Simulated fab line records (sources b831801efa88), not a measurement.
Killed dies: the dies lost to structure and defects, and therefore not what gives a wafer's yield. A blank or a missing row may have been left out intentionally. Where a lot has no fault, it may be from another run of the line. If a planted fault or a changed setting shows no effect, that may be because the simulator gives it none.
Which tool was responsible? || flow gf180mcu || 72 wafers from 24 lots sampled at 6 of the route's 602 steps

== WHAT THE GAUGES SHOWED, per wafer ==
GF_V2_OVL_MEAS_15. Usual: V2_OVL gives 0 nm (standard deviation 6).
{"lot": "L074", "measured": "day 20 02:31", "on": "overlay-02", "V2_OVL (nm)": "13 9 13", "flag": ""}
{"lot": "L075", "measured": "day 20 12:56", "on": "overlay-01", "V2_OVL (nm)": "1 5 -2", "flag": ""}
{"lot": "L076", "measured": "day 20 23:16", "on": "overlay-01", "V2_OVL (nm)": "7 7 6", "flag": ""}
{"lot": "L077", "measured": "day 21 12:01", "on": "overlay-02", "V2_OVL (nm)": "-3 0 2", "flag": ""}
{"lot": "L078", "measured": "day 21 21:47", "on": "overlay-02", "V2_OVL (nm)": "-3 -3 -1", "flag": ""}
{"lot": "L079", "measured": "day 22 05:13", "on": "overlay-02", "V2_OVL (nm)": "-4 0 -3", "flag": ""}
{"lot": "L080", "measured": "day 22 10:20", "on": "overlay-02", "V2_OVL (nm)": "1 1 -2", "flag": ""}
{"lot": "L081", "measured": "day 22 21:05", "on": "overlay-01", "V2_OVL (nm)": "-10 -14 -2", "flag": ""}
{"lot": "L082", "measured": "day 23 12:53", "on": "overlay-02", "V2_OVL (nm)": "8 3 2", "flag": ""}
{"lot": "L083", "measured": "day 23 16:28", "on": "overlay-01", "V2_OVL (nm)": "5 1 4", "flag": ""}
{"lot": "L084", "measured": "day 24 01:29", "on": "overlay-02", "V2_OVL (nm)": "-1 1 4", "flag": ""}
{"lot": "L085", "measured": "day 24 12:50", "on": "overlay-02", "V2_OVL (nm)": "-7 -3 -9", "flag": ""}
{"lot": "L086", "measured": "day 24 16:22", "on": "overlay-02", "V2_OVL (nm)": "-4 -1 -4", "flag": ""}
{"lot": "L087", "measured": "day 25 06:05", "on": "overlay-02", "V2_OVL (nm)": "0 0 1", "flag": ""}
{"lot": "L088", "measured": "day 25 08:29", "on": "overlay-02", "V2_OVL (nm)": "-1 -1 1", "flag": ""}
{"lot": "L089", "measured": "day 25 16:55", "on": "overlay-02", "V2_OVL (nm)": "-7 -9 -6", "flag": ""}
{"lot": "L090", "measured": "day 26 00:22", "on": "overlay-01", "V2_OVL (nm)": "0 -5 -5", "flag": ""}
{"lot": "L091", "measured": "day 26 04:01", "on": "overlay-01", "V2_OVL (nm)": "15 8 5", "flag": ""}
{"lot": "L092", "measured": "day 26 08:20", "on": "overlay-02", "V2_OVL (nm)": "-11 -11 1", "flag": ""}
{"lot": "L093", "measured": "day 26 18:29", "on": "overlay-02", "V2_OVL (nm)": "1 -1 3", "flag": ""}
{"lot": "L094", "measured": "day 27 03:55", "on": "overlay-02", "V2_OVL (nm)": "7 8 5", "flag": ""}
{"lot": "L095", "measured": "day 27 04:47", "on": "overlay-01", "V2_OVL (nm)": "-1 -6 -5", "flag": ""}
{"lot": "L096", "measured": "day 27 14:09", "on": "overlay-02", "V2_OVL (nm)": "3 11 3", "flag": ""}
{"lot": "L097", "measured": "day 27 21:28", "on": "overlay-01", "V2_OVL (nm)": "-3 0 3", "flag": ""}

GF_M3_RS_MEAS_05: measures by four-point-probe. Usual: M3_ALCU_RS gives 0.0697 ohm/sq (standard deviation 0.00092).
{"lot": "L074", "measured": "day 20 04:08", "on": "film_metro-03", "M3_ALCU_RS (ohm/sq)": "0.0698 0.0690 0.0685", "flag": ""}
{"lot": "L075", "measured": "day 20 14:34", "on": "film_metro-04", "M3_ALCU_RS (ohm/sq)": "0.0689 0.0709 0.0698", "flag": ""}
{"lot": "L076", "measured": "day 21 00:55", "on": "film_metro-03", "M3_ALCU_RS (ohm/sq)": "0.0694 0.0682 0.0690", "flag": ""}
{"lot": "L077", "measured": "day 21 13:40", "on": "film_metro-04", "M3_ALCU_RS (ohm/sq)": "0.0690 0.0674 0.0685", "flag": ""}
{"lot": "L078", "measured": "day 21 23:28", "on": "film_metro-04", "M3_ALCU_RS (ohm/sq)": "0.0687 0.0693 0.0690", "flag": ""}
{"lot": "L079", "measured": "day 22 06:53", "on": "film_metro-03", "M3_ALCU_RS (ohm/sq)": "0.0695 0.0695 0.0692", "flag": ""}
{"lot": "L080", "measured": "day 22 11:57", "on": "film_metro-03", "M3_ALCU_RS (ohm/sq)": "0.0692 0.0697 0.0687", "flag": ""}
{"lot": "L081", "measured": "day 22 22:46", "on": "film_metro-03", "M3_ALCU_RS (ohm/sq)": "0.0706 0.0703 0.0712", "flag": ""}
{"lot": "L082", "measured": "day 23 14:35", "on": "film_metro-02", "M3_ALCU_RS (ohm/sq)": "0.0702 0.0690 0.0704", "flag": ""}
{"lot": "L083", "measured": "day 23 18:06", "on": "film_metro-03", "M3_ALCU_RS (ohm/sq)": "0.0702 0.0685 0.0692", "flag": ""}
{"lot": "L084", "measured": "day 24 03:06", "on": "film_metro-04", "M3_ALCU_RS (ohm/sq)": "0.0717 0.0712 0.0715", "flag": ""}
{"lot": "L085", "measured": "day 24 14:27", "on": "film_metro-02", "M3_ALCU_RS (ohm/sq)": "0.0701 0.0690 0.0697", "flag": ""}
{"lot": "L086", "measured": "day 24 17:59", "on": "film_metro-02", "M3_ALCU_RS (ohm/sq)": "0.0695 0.0691 0.0691", "flag": ""}
{"lot": "L087", "measured": "day 25 07:44", "on": "film_metro-02", "M3_ALCU_RS (ohm/sq)": "0.0703 0.0694 0.0707", "flag": ""}
{"lot": "L088", "measured": "day 25 10:09", "on": "film_metro-02", "M3_ALCU_RS (ohm/sq)": "0.0709 0.0697 0.0692", "flag": ""}
{"lot": "L089", "measured": "day 25 18:32", "on": "film_metro-04", "M3_ALCU_RS (ohm/sq)": "0.0688 0.0704 0.0708", "flag": ""}
{"lot": "L090", "measured": "day 26 01:59", "on": "film_metro-02", "M3_ALCU_RS (ohm/sq)": "0.0688 0.0708 0.0698", "flag": ""}
{"lot": "L091", "measured": "day 26 05:39", "on": "film_metro-02", "M3_ALCU_RS (ohm/sq)": "0.0700 0.0677 0.0687", "flag": ""}
{"lot": "L092", "measured": "day 26 09:58", "on": "film_metro-02", "M3_ALCU_RS (ohm/sq)": "0.0694 0.0696 0.0694", "flag": ""}
{"lot": "L093", "measured": "day 26 20:06", "on": "film_metro-02", "M3_ALCU_RS (ohm/sq)": "0.0711 0.0706 0.0710", "flag": ""}
{"lot": "L094", "measured": "day 27 05:34", "on": "film_metro-04", "M3_ALCU_RS (ohm/sq)": "0.0700 0.0698 0.0690", "flag": ""}
{"lot": "L095", "measured": "day 27 06:26", "on": "film_metro-03", "M3_ALCU_RS (ohm/sq)": "0.0686 0.0704 0.0697", "flag": ""}
{"lot": "L096", "measured": "day 27 15:49", "on": "film_metro-04", "M3_ALCU_RS (ohm/sq)": "0.0689 0.0696 0.0711", "flag": ""}
{"lot": "L097", "measured": "day 27 23:06", "on": "film_metro-03", "M3_ALCU_RS (ohm/sq)": "0.0705 0.0701 0.0703", "flag": ""}

GF_V4_THK_MEAS_03. Usual: V4_CVD_02_THK gives 846 nm (standard deviation 11).
{"lot": "L074", "measured": "day 23 06:25", "on": "film_metro-04", "V4_CVD_02_THK (nm)": "831 855 845", "flag": ""}
{"lot": "L075", "measured": "day 23 16:32", "on": "film_metro-03", "V4_CVD_02_THK (nm)": "847 836 858", "flag": ""}
{"lot": "L076", "measured": "day 24 03:10", "on": "film_metro-01", "V4_CVD_02_THK (nm)": "833 844 852", "flag": ""}
{"lot": "L077", "measured": "day 24 14:24", "on": "film_metro-03", "V4_CVD_02_THK (nm)": "828 855 831", "flag": ""}
{"lot": "L078", "measured": "day 24 23:17", "on": "film_metro-01", "V4_CVD_02_THK (nm)": "851 841 839", "flag": ""}
{"lot": "L079", "measured": "day 25 06:21", "on": "film_metro-03", "V4_CVD_02_THK (nm)": "825 837 842", "flag": ""}
{"lot": "L080", "measured": "day 25 11:05", "on": "film_metro-01", "V4_CVD_02_THK (nm)": "851 832 852", "flag": ""}
{"lot": "L081", "measured": "day 25 20:35", "on": "film_metro-03", "V4_CVD_02_THK (nm)": "839 848 867", "flag": ""}
{"lot": "L082", "measured": "day 26 11:04", "on": "film_metro-03", "V4_CVD_02_THK (nm)": "851 865 858", "flag": ""}
{"lot": "L083", "measured": "day 26 14:12", "on": "film_metro-04", "V4_CVD_02_THK (nm)": "854 852 857", "flag": ""}
{"lot": "L084", "measured": "day 26 22:38", "on": "film_metro-01", "V4_CVD_02_THK (nm)": "823 834 848", "flag": ""}
{"lot": "L085", "measured": "day 27 09:26", "on": "film_metro-04", "V4_CVD_02_THK (nm)": "834 850 841", "flag": ""}
{"lot": "L086", "measured": "day 27 12:39", "on": "film_metro-04", "V4_CVD_02_THK (nm)": "839 850 858", "flag": ""}
{"lot": "L087", "measured": "day 28 01:09", "on": "film_metro-03", "V4_CVD_02_THK (nm)": "844 823 852", "flag": ""}
{"lot": "L088", "measured": "day 28 04:04", "on": "film_metro-01", "V4_CVD_02_THK (nm)": "842 844 851", "flag": ""}
{"lot": "L089", "measured": "day 28 11:41", "on": "film_metro-01", "V4_CVD_02_THK (nm)": "829 838 848", "flag": ""}
{"lot": "L090", "measured": "day 28 18:44", "on": "film_metro-04", "V4_CVD_02_THK (nm)": "855 853 875", "flag": ""}
{"lot": "L091", "measured": "day 28 20:58", "on": "film_metro-04", "V4_CVD_02_THK (nm)": "832 849 845", "flag": ""}
{"lot": "L092", "measured": "day 29 02:02", "on": "film_metro-03", "V4_CVD_02_THK (nm)": "839 850 849", "flag": ""}
{"lot": "L093", "measured": "day 29 10:34", "on": "film_metro-03", "V4_CVD_02_THK (nm)": "850 861 849", "flag": ""}
{"lot": "L094", "measured": "day 29 17:54", "on": "film_metro-03", "V4_CVD_02_THK (nm)": "844 850 861", "flag": ""}
{"lot": "L095", "measured": "day 29 19:47", "on": "film_metro-03", "V4_CVD_02_THK (nm)": "845 852 857", "flag": ""}
{"lot": "L096", "measured": "day 30 06:17", "on": "film_metro-04", "V4_CVD_02_THK (nm)": "844 840 859", "flag": ""}
{"lot": "L097", "measured": "day 30 11:19", "on": "film_metro-04", "V4_CVD_02_THK (nm)": "833 850 845", "flag": ""}

== WHAT TOOL EACH LOT RAN ON (gives the tool, then ch and the chambers of the sampled wafers, and finally the start) ==
{"lot": "L074", "GF_V2_STRIP_18": "plasma_asher-02 ch 0,1, day 20 02:41", "GF_V2_CMP_26": "cmp-01 ch 0,1,3, day 20 03:43", "GF_M4_SPUTTER_03": "pvd_sputter-03, day 22 06:47"}
{"lot": "L075", "GF_V2_STRIP_18": "plasma_asher-01 ch 0,1, day 20 13:06", "GF_V2_CMP_26": "cmp-01 ch 0,2,3, day 20 14:02", "GF_M4_SPUTTER_03": "pvd_sputter-04, day 22 16:46"}
{"lot": "L076", "GF_V2_STRIP_18": "plasma_asher-02 ch 0,1, day 20 23:26", "GF_V2_CMP_26": "cmp-02 ch 0,3, day 21 00:23", "GF_M4_SPUTTER_03": "pvd_sputter-04, day 23 03:13"}
{"lot": "L077", "GF_V2_STRIP_18": "plasma_asher-02 ch 0,1, day 21 12:11", "GF_V2_CMP_26": "cmp-02 ch 1,2, day 21 13:07", "GF_M4_SPUTTER_03": "pvd_sputter-03, day 23 14:48"}
{"lot": "L078", "GF_V2_STRIP_18": "plasma_asher-01 ch 0,1, day 21 21:57", "GF_V2_CMP_26": "cmp-02 ch 0,2,3, day 21 22:59", "GF_M4_SPUTTER_03": "pvd_sputter-02, day 24 00:20"}
{"lot": "L079", "GF_V2_STRIP_18": "plasma_asher-04 ch 0,1, day 22 05:23", "GF_V2_CMP_26": "cmp-01 ch 0,2,3, day 22 06:22", "GF_M4_SPUTTER_03": "pvd_sputter-03, day 24 07:54"}
{"lot": "L080", "GF_V2_STRIP_18": "plasma_asher-01 ch 0,1, day 22 10:30", "GF_V2_CMP_26": "cmp-02 ch 1,3, day 22 11:29", "GF_M4_SPUTTER_03": "pvd_sputter-02, day 24 13:01"}
{"lot": "L081", "GF_V2_STRIP_18": "plasma_asher-02 ch 0,1, day 22 21:19", "GF_V2_CMP_26": "cmp-01 ch 0,2,3, day 22 22:15", "GF_M4_SPUTTER_03": "pvd_sputter-02, day 24 21:52"}
{"lot": "L082", "GF_V2_STRIP_18": "plasma_asher-01 ch 0,1, day 23 13:04", "GF_V2_CMP_26": "cmp-02 ch 2,3, day 23 14:01", "GF_M4_SPUTTER_03": "pvd_sputter-02, day 25 13:34"}
{"lot": "L083", "GF_V2_STRIP_18": "plasma_asher-02 ch 0,1, day 23 16:38", "GF_V2_CMP_26": "cmp-02 ch 0,1, day 23 17:34", "GF_M4_SPUTTER_03": "pvd_sputter-02, day 25 16:38"}
{"lot": "L084", "GF_V2_STRIP_18": "plasma_asher-02 ch 0,1, day 24 01:39", "GF_V2_CMP_26": "cmp-01 ch 0,1,3, day 24 02:38", "GF_M4_SPUTTER_03": "pvd_sputter-03, day 26 01:34"}
{"lot": "L085", "GF_V2_STRIP_18": "plasma_asher-02 ch 0,1, day 24 13:00", "GF_V2_CMP_26": "cmp-01 ch 2,3, day 24 13:56", "GF_M4_SPUTTER_03": "pvd_sputter-03, day 26 12:28"}
{"lot": "L086", "GF_V2_STRIP_18": "plasma_asher-01 ch 0,1, day 24 16:32", "GF_V2_CMP_26": "cmp-02 ch 0,1, day 24 17:31", "GF_M4_SPUTTER_03": "pvd_sputter-04, day 26 15:05"}
{"lot": "L087", "GF_V2_STRIP_18": "plasma_asher-04 ch 0,1, day 25 06:15", "GF_V2_CMP_26": "cmp-02 ch 1,2,3, day 25 07:13", "GF_M4_SPUTTER_03": "pvd_sputter-03, day 27 05:07"}
{"lot": "L088", "GF_V2_STRIP_18": "plasma_asher-02 ch 0,1, day 25 08:39", "GF_V2_CMP_26": "cmp-01 ch 0,1,3, day 25 09:37", "GF_M4_SPUTTER_03": "pvd_sputter-04, day 27 06:31"}
{"lot": "L089", "GF_V2_STRIP_18": "plasma_asher-02 ch 0,1, day 25 17:04", "GF_V2_CMP_26": "cmp-01 ch 0,2,3, day 25 18:03", "GF_M4_SPUTTER_03": "pvd_sputter-04, day 27 14:54"}
{"lot": "L090", "GF_V2_STRIP_18": "plasma_asher-02 ch 0,1, day 26 00:32", "GF_V2_CMP_26": "cmp-01 ch 0,1,3, day 26 01:28", "GF_M4_SPUTTER_03": "pvd_sputter-03, day 27 21:56"}
{"lot": "L091", "GF_V2_STRIP_18": "plasma_asher-01 ch 0,1, day 26 04:11", "GF_V2_CMP_26": "cmp-02 ch 1,3, day 26 05:07", "GF_M4_SPUTTER_03": "pvd_sputter-02, day 28 00:38"}
{"lot": "L092", "GF_V2_STRIP_18": "plasma_asher-01 ch 0,1, day 26 08:30", "GF_V2_CMP_26": "cmp-02 ch 1,3, day 26 09:28", "GF_M4_SPUTTER_03": "pvd_sputter-03, day 28 05:36"}
{"lot": "L093", "GF_V2_STRIP_18": "plasma_asher-01 ch 0,1, day 26 18:39", "GF_V2_CMP_26": "cmp-01 ch 0,1,2, day 26 19:34", "GF_M4_SPUTTER_03": "pvd_sputter-04, day 28 14:13"}
{"lot": "L094", "GF_V2_STRIP_18": "plasma_asher-01 ch 0,1, day 27 04:05", "GF_V2_CMP_26": "cmp-01 ch 0,1,2, day 27 05:05", "GF_M4_SPUTTER_03": "pvd_sputter-04, day 28 22:48"}
{"lot": "L095", "GF_V2_STRIP_18": "plasma_asher-04 ch 0,1, day 27 04:57", "GF_V2_CMP_26": "cmp-02 ch 0,1,2, day 27 05:55", "GF_M4_SPUTTER_03": "pvd_sputter-04, day 29 00:29"}
{"lot": "L096", "GF_V2_STRIP_18": "plasma_asher-01 ch 0,1, day 27 14:20", "GF_V2_CMP_26": "cmp-01 ch 0,1,3, day 27 15:22", "GF_M4_SPUTTER_03": "pvd_sputter-04, day 29 10:04"}
{"lot": "L097", "GF_V2_STRIP_18": "plasma_asher-01 ch 0,1, day 27 21:38", "GF_V2_CMP_26": "cmp-01 ch 1,3, day 27 22:37", "GF_M4_SPUTTER_03": "pvd_sputter-04, day 29 16:28"}
- GF_V2_STRIP_18: strips in O2/N2.
- GF_V2_CMP_26: polishes, stops on SiO2, t overpolish 15 s, target thk 0 nm.
- GF_M4_SPUTTER_03: material Ti, target thk 10 nm, time 6.7 s.

== WHAT THE TOOLS THEMSELVES READ (means of the sampled wafers that have a number; where no wafer has one, the mark that the record gives instead) ==
GF_V2_STRIP_18. Usual: drypump_motor_current_A 5.4 A, standard deviation 0.47; heater_power_w 314 W, standard deviation 44; oes_product_au 0.592 a.u., standard deviation 0.0044.
{"lot": "L074", "tool": "plasma_asher-02", "drypump_motor_current_A (A)": 5.9, "heater_power_w (W)": 331, "oes_product_au (a.u.)": 0.588, "flag": ""}
{"lot": "L075", "tool": "plasma_asher-01", "drypump_motor_current_A (A)": 5.3, "heater_power_w (W)": 287, "oes_product_au (a.u.)": 0.595, "flag": ""}
{"lot": "L076", "tool": "plasma_asher-02", "drypump_motor_current_A (A)": 5.7, "heater_power_w (W)": 370, "oes_product_au (a.u.)": 0.593, "flag": ""}
{"lot": "L077", "tool": "plasma_asher-02", "drypump_motor_current_A (A)": 5.7, "heater_power_w (W)": 364, "oes_product_au (a.u.)": 0.596, "flag": ""}
{"lot": "L078", "tool": "plasma_asher-01", "drypump_motor_current_A (A)": 5.3, "heater_power_w (W)": 285, "oes_product_au (a.u.)": 0.591, "flag": ""}
{"lot": "L079", "tool": "plasma_asher-04", "drypump_motor_current_A (A)": 4.9, "heater_power_w (W)": 297, "oes_product_au (a.u.)": 0.593, "flag": ""}
{"lot": "L080", "tool": "plasma_asher-01", "drypump_motor_current_A (A)": 5.3, "heater_power_w (W)": 286, "oes_product_au (a.u.)": 0.590, "flag": ""}
{"lot": "L081", "tool": "plasma_asher-02", "drypump_motor_current_A (A)": 5.7, "heater_power_w (W)": 357, "oes_product_au (a.u.)": 0.591, "flag": ""}
{"lot": "L082", "tool": "plasma_asher-01", "drypump_motor_current_A (A)": 5.1, "heater_power_w (W)": 284, "oes_product_au (a.u.)": 0.589, "flag": ""}
{"lot": "L083", "tool": "plasma_asher-02", "drypump_motor_current_A (A)": 5.7, "heater_power_w (W)": 367, "oes_product_au (a.u.)": 0.591, "flag": ""}
{"lot": "L084", "tool": "plasma_asher-02", "drypump_motor_current_A (A)": 5.9, "heater_power_w (W)": 333, "oes_product_au (a.u.)": 0.599, "flag": ""}
{"lot": "L085", "tool": "plasma_asher-02", "drypump_motor_current_A (A)": 5.9, "heater_power_w (W)": 331, "oes_product_au (a.u.)": 0.590, "flag": ""}
{"lot": "L086", "tool": "plasma_asher-01", "drypump_motor_current_A (A)": 5.3, "heater_power_w (W)": 290, "oes_product_au (a.u.)": 0.589, "flag": ""}
{"lot": "L087", "tool": "plasma_asher-04", "drypump_motor_current_A (A)": 5.0, "heater_power_w (W)": 301, "oes_product_au (a.u.)": 0.591, "flag": ""}
{"lot": "L088", "tool": "plasma_asher-02", "drypump_motor_current_A (A)": 5.9, "heater_power_w (W)": 329, "oes_product_au (a.u.)": 0.590, "flag": ""}
{"lot": "L089", "tool": "plasma_asher-02", "drypump_motor_current_A (A)": 5.7, "heater_power_w (W)": 357, "oes_product_au (a.u.)": 0.589, "flag": ""}
{"lot": "L090", "tool": "plasma_asher-02", "drypump_motor_current_A (A)": 5.7, "heater_power_w (W)": 363, "oes_product_au (a.u.)": 0.593, "flag": ""}
{"lot": "L091", "tool": "plasma_asher-01", "drypump_motor_current_A (A)": 5.1, "heater_power_w (W)": 279, "oes_product_au (a.u.)": 0.591, "flag": ""}
{"lot": "L092", "tool": "plasma_asher-01", "drypump_motor_current_A (A)": 5.3, "heater_power_w (W)": 289, "oes_product_au (a.u.)": 0.592, "flag": ""}
{"lot": "L093", "tool": "plasma_asher-01", "drypump_motor_current_A (A)": 5.1, "heater_power_w (W)": 284, "oes_product_au (a.u.)": 0.595, "flag": ""}
{"lot": "L094", "tool": "plasma_asher-01", "drypump_motor_current_A (A)": 5.3, "heater_power_w (W)": 287, "oes_product_au (a.u.)": 0.593, "flag": ""}
{"lot": "L095", "tool": "plasma_asher-04", "drypump_motor_current_A (A)": 5.1, "heater_power_w (W)": 332, "oes_product_au (a.u.)": 0.587, "flag": ""}
{"lot": "L096", "tool": "plasma_asher-01", "drypump_motor_current_A (A)": 5.1, "heater_power_w (W)": 278, "oes_product_au (a.u.)": 0.593, "flag": ""}
{"lot": "L097", "tool": "plasma_asher-01", "drypump_motor_current_A (A)": 5.3, "heater_power_w (W)": 287, "oes_product_au (a.u.)": 0.593, "flag": ""}

GF_V2_CMP_26. Usual: motor_current_A 10.9 A, standard deviation 0.58; overpolish_run_s 15.000 s, standard deviation 0.0091; retaining_ring_pressure_frac 0.999, standard deviation 0.0047; time_to_endpoint_s 87 s, standard deviation 3.6.
{"lot": "L074", "tool": "cmp-01", "motor_current_A (A)": 11.2, "overpolish_run_s (s)": 15.004, "retaining_ring_pressure_frac": 1.010, "time_to_endpoint_s (s)": 86, "flag": ""}
{"lot": "L075", "tool": "cmp-01", "motor_current_A (A)": 11.0, "overpolish_run_s (s)": 15.004, "retaining_ring_pressure_frac": 1.000, "time_to_endpoint_s (s)": 85, "flag": ""}
{"lot": "L076", "tool": "cmp-02", "motor_current_A (A)": 11.2, "overpolish_run_s (s)": 14.997, "retaining_ring_pressure_frac": 0.996, "time_to_endpoint_s (s)": 81, "flag": ""}
{"lot": "L077", "tool": "cmp-02", "motor_current_A (A)": 10.3, "overpolish_run_s (s)": 14.993, "retaining_ring_pressure_frac": 1.000, "time_to_endpoint_s (s)": 91, "flag": ""}
{"lot": "L078", "tool": "cmp-02", "motor_current_A (A)": 10.6, "overpolish_run_s (s)": 14.997, "retaining_ring_pressure_frac": 0.997, "time_to_endpoint_s (s)": 83, "flag": ""}
{"lot": "L079", "tool": "cmp-01", "motor_current_A (A)": 11.1, "overpolish_run_s (s)": 14.994, "retaining_ring_pressure_frac": 1.006, "time_to_endpoint_s (s)": 86, "flag": ""}
{"lot": "L080", "tool": "cmp-02", "motor_current_A (A)": 10.9, "overpolish_run_s (s)": 14.998, "retaining_ring_pressure_frac": 0.994, "time_to_endpoint_s (s)": 93, "flag": ""}
{"lot": "L081", "tool": "cmp-01", "motor_current_A (A)": 11.0, "overpolish_run_s (s)": 15.007, "retaining_ring_pressure_frac": 0.998, "time_to_endpoint_s (s)": 89, "flag": ""}
{"lot": "L082", "tool": "cmp-02", "motor_current_A (A)": 10.3, "overpolish_run_s (s)": 15.000, "retaining_ring_pressure_frac": 0.995, "time_to_endpoint_s (s)": 87, "flag": ""}
{"lot": "L083", "tool": "cmp-02", "motor_current_A (A)": 10.3, "overpolish_run_s (s)": 14.996, "retaining_ring_pressure_frac": 1.002, "time_to_endpoint_s (s)": 90, "flag": ""}
{"lot": "L084", "tool": "cmp-01", "motor_current_A (A)": 11.2, "overpolish_run_s (s)": 14.997, "retaining_ring_pressure_frac": 0.998, "time_to_endpoint_s (s)": 86, "flag": ""}
{"lot": "L085", "tool": "cmp-01", "motor_current_A (A)": 10.7, "overpolish_run_s (s)": 15.005, "retaining_ring_pressure_frac": 0.997, "time_to_endpoint_s (s)": 86, "flag": ""}
{"lot": "L086", "tool": "cmp-02", "motor_current_A (A)": 10.5, "overpolish_run_s (s)": 15.000, "retaining_ring_pressure_frac": 1.000, "time_to_endpoint_s (s)": 89, "flag": ""}
{"lot": "L087", "tool": "cmp-02", "motor_current_A (A)": 11.0, "overpolish_run_s (s)": 14.994, "retaining_ring_pressure_frac": 0.996, "time_to_endpoint_s (s)": 87, "flag": ""}
{"lot": "L088", "tool": "cmp-01", "motor_current_A (A)": 10.9, "overpolish_run_s (s)": 15.002, "retaining_ring_pressure_frac": 1.000, "time_to_endpoint_s (s)": 86, "flag": ""}
{"lot": "L089", "tool": "cmp-01", "motor_current_A (A)": 10.9, "overpolish_run_s (s)": 15.006, "retaining_ring_pressure_frac": 1.001, "time_to_endpoint_s (s)": 90, "flag": ""}
{"lot": "L090", "tool": "cmp-01", "motor_current_A (A)": 11.2, "overpolish_run_s (s)": 14.998, "retaining_ring_pressure_frac": 0.995, "time_to_endpoint_s (s)": 84, "flag": ""}
{"lot": "L091", "tool": "cmp-02", "motor_current_A (A)": 11.2, "overpolish_run_s (s)": 15.004, "retaining_ring_pressure_frac": 0.994, "time_to_endpoint_s (s)": 83, "flag": ""}
{"lot": "L092", "tool": "cmp-02", "motor_current_A (A)": 11.2, "overpolish_run_s (s)": 15.005, "retaining_ring_pressure_frac": 0.999, "time_to_endpoint_s (s)": 85, "flag": ""}
{"lot": "L093", "tool": "cmp-01", "motor_current_A (A)": 10.7, "overpolish_run_s (s)": 15.002, "retaining_ring_pressure_frac": 1.000, "time_to_endpoint_s (s)": 88, "flag": ""}
{"lot": "L094", "tool": "cmp-01", "motor_current_A (A)": 10.9, "overpolish_run_s (s)": 14.998, "retaining_ring_pressure_frac": 1.001, "time_to_endpoint_s (s)": 89, "flag": ""}
{"lot": "L095", "tool": "cmp-02", "motor_current_A (A)": 10.4, "overpolish_run_s (s)": 15.007, "retaining_ring_pressure_frac": 1.002, "time_to_endpoint_s (s)": 85, "flag": ""}
{"lot": "L096", "tool": "cmp-01", "motor_current_A (A)": 10.9, "overpolish_run_s (s)": 15.002, "retaining_ring_pressure_frac": 0.999, "time_to_endpoint_s (s)": 91, "flag": ""}
{"lot": "L097", "tool": "cmp-01", "motor_current_A (A)": 11.0, "overpolish_run_s (s)": 14.999, "retaining_ring_pressure_frac": 1.000, "time_to_endpoint_s (s)": 90, "flag": ""}

GF_M4_SPUTTER_03. Usual: cathode_dc_power_W 2999.9 W, standard deviation 0.52; throttle_valve_pct 29.4 %, standard deviation 0.82.
{"lot": "L074", "tool": "pvd_sputter-03", "cathode_dc_power_W (W)": 3000.0, "throttle_valve_pct (%)": 30.1, "flag": ""}
{"lot": "L075", "tool": "pvd_sputter-04", "cathode_dc_power_W (W)": 2999.8, "throttle_valve_pct (%)": 29.3, "flag": ""}
{"lot": "L076", "tool": "pvd_sputter-04", "cathode_dc_power_W (W)": 2999.9, "throttle_valve_pct (%)": 29.9, "flag": ""}
{"lot": "L077", "tool": "pvd_sputter-03", "cathode_dc_power_W (W)": 2999.6, "throttle_valve_pct (%)": 29.2, "flag": ""}
{"lot": "L078", "tool": "pvd_sputter-02", "cathode_dc_power_W (W)": 2999.8, "throttle_valve_pct (%)": 29.7, "flag": ""}
{"lot": "L079", "tool": "pvd_sputter-03", "cathode_dc_power_W (W)": 2999.5, "throttle_valve_pct (%)": 29.6, "flag": ""}
{"lot": "L080", "tool": "pvd_sputter-02", "cathode_dc_power_W (W)": 2999.8, "throttle_valve_pct (%)": 29.1, "flag": ""}
{"lot": "L081", "tool": "pvd_sputter-02", "cathode_dc_power_W (W)": 3000.0, "throttle_valve_pct (%)": 29.3, "flag": ""}
{"lot": "L082", "tool": "pvd_sputter-02", "cathode_dc_power_W (W)": 2999.6, "throttle_valve_pct (%)": 29.8, "flag": ""}
{"lot": "L083", "tool": "pvd_sputter-02", "cathode_dc_power_W (W)": 2999.7, "throttle_valve_pct (%)": 29.0, "flag": ""}
{"lot": "L084", "tool": "pvd_sputter-03", "cathode_dc_power_W (W)": 2999.8, "throttle_valve_pct (%)": 29.1, "flag": ""}
{"lot": "L085", "tool": "pvd_sputter-03", "cathode_dc_power_W (W)": 3000.4, "throttle_valve_pct (%)": 29.3, "flag": ""}
{"lot": "L086", "tool": "pvd_sputter-04", "cathode_dc_power_W (W)": 3000.0, "throttle_valve_pct (%)": 29.7, "flag": ""}
{"lot": "L087", "tool": "pvd_sputter-03", "cathode_dc_power_W (W)": 3000.1, "throttle_valve_pct (%)": 29.3, "flag": ""}
{"lot": "L088", "tool": "pvd_sputter-04", "cathode_dc_power_W (W)": 2999.8, "throttle_valve_pct (%)": 29.5, "flag": ""}
{"lot": "L089", "tool": "pvd_sputter-04", "cathode_dc_power_W (W)": 2999.6, "throttle_valve_pct (%)": 29.8, "flag": ""}
{"lot": "L090", "tool": "pvd_sputter-03", "cathode_dc_power_W (W)": 3000.1, "throttle_valve_pct (%)": 28.6, "flag": ""}
{"lot": "L091", "tool": "pvd_sputter-02", "cathode_dc_power_W (W)": 3000.2, "throttle_valve_pct (%)": 29.1, "flag": ""}
{"lot": "L092", "tool": "pvd_sputter-03", "cathode_dc_power_W (W)": 3000.3, "throttle_valve_pct (%)": 29.1, "flag": ""}
{"lot": "L093", "tool": "pvd_sputter-04", "cathode_dc_power_W (W)": 2999.7, "throttle_valve_pct (%)": 29.7, "flag": ""}
{"lot": "L094", "tool": "pvd_sputter-04", "cathode_dc_power_W (W)": 2999.4, "throttle_valve_pct (%)": 29.8, "flag": ""}
{"lot": "L095", "tool": "pvd_sputter-04", "cathode_dc_power_W (W)": 3000.1, "throttle_valve_pct (%)": 29.5, "flag": ""}
{"lot": "L096", "tool": "pvd_sputter-04", "cathode_dc_power_W (W)": 2999.8, "throttle_valve_pct (%)": 30.3, "flag": ""}
{"lot": "L097", "tool": "pvd_sputter-04", "cathode_dc_power_W (W)": 2999.4, "throttle_valve_pct (%)": 29.8, "flag": ""}

== THE ANSWER, worked out from the rows above alone ==
Rule: lot off if the mean of its wafers having a number is beyond 3 standard deviations from the usual mean. Also off: a lot with no number at a reading for which 4 or more lots have one. Where the step has rows for the other lots, those lots are counted as sound. Order of review: gauges by route order, followed by the tools' own readings, for which a lot's mean as printed above is used. The first step at which some lot is off is used, and at that step the reading that is off furthest; a lot without a number counts as furthest.
No lot is off at any reading shown: from this, nothing can be told.

== WHAT THE SIMULATOR PUT IN ==
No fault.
